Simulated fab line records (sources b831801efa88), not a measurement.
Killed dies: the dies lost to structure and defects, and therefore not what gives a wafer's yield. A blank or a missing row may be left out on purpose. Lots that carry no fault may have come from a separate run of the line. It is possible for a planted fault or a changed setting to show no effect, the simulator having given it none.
Which tool was responsible? ; flow sky130 ; 7 lots with 21 wafers sampled at 3 steps, on a route of 708 steps

WHAT EACH GAUGE READ, for each wafer
SKY_LDD_LDN_TW_MEAS_13.
lot;measured;on;LDD_LDN_TW
L228;day 24 11:36;filmMetro-01;1465 1462 1463
L229;day 25 14:14;filmMetro-03;1603 1606 1593
L235;day 26 22:55;filmMetro-03;1492 1483 1493
L238;day 27 11:37;filmMetro-01;1463 1463 1460
L240;day 28 13:34;filmMetro-02;1466 1457 1470
L243;day 29 12:58;filmMetro-03;1487 1499 1493
L248;day 30 20:07;filmMetro-03;1497 1482 1491

TOOL THAT RAN EACH LOT (tool first, then ch and the chambers of the sampled wafers, then the start)
lot;SKY_SONOS_ONO_ETCH_15;SKY_LDD_LDN_IMPLANT_08
L228;rieDiel-04 ch 0,1, day 14 00:32;implanter-03 ch 0, day 24 10:56
L229;rieDiel-04 ch 1,2, day 14 23:17;implanter-03 ch 0, day 25 13:14
L235;rieDiel-04 ch 1,2,3, day 16 04:34;implanter-02 ch 0, day 26 22:13
L238;rieDiel-02 ch 0,3, day 16 22:17;implanter-04 ch 0, day 27 10:56
L240;rieDiel-04 ch 0,1,3, day 18 04:04;implanter-03 ch 0, day 28 12:52
L243;rieDiel-04 ch 0,1, day 19 02:35;implanter-04 ch 0, day 29 12:17
L248;rieDiel-02 ch 0,2, day 20 16:25;implanter-03 ch 0, day 30 19:27
- SKY_SONOS_ONO_ETCH_15: etches the open film in CHF3/O2, target depth 19.52 nm, time 7.8 s.
- SKY_LDD_LDN_IMPLANT_08

THE ANSWER, worked out from the rows above alone
Rule: the usual values come from the lots themselves. Put in order of their means at a reading, lots are off if they are a third of the lots or fewer, leave a main group of 4 or more, and stand apart from it by a gap of 3 or more times the standard deviation of the main group's means; of several such gaps the widest counts. If all means in a main group match to the digits the tables above print for the reading, that group is not used. Also off: a lot with no number at a reading for which 4 or more lots have one. Any other lot the step has rows for is counted as sound.
Off: L229, at SKY_LDD_LDN_TW_MEAS_13 (LDD_LDN_TW). The main group: mean 1477, standard deviation 14.
A tool fits if, at a process step before that reading, it ran every lot that is off, and no sound lot after the first of them. The gauges at SKY_LDD_LDN_TW_MEAS_13 are tried like those tools. None of those tried fits.

WHAT THE SIMULATOR HAD INSERTED
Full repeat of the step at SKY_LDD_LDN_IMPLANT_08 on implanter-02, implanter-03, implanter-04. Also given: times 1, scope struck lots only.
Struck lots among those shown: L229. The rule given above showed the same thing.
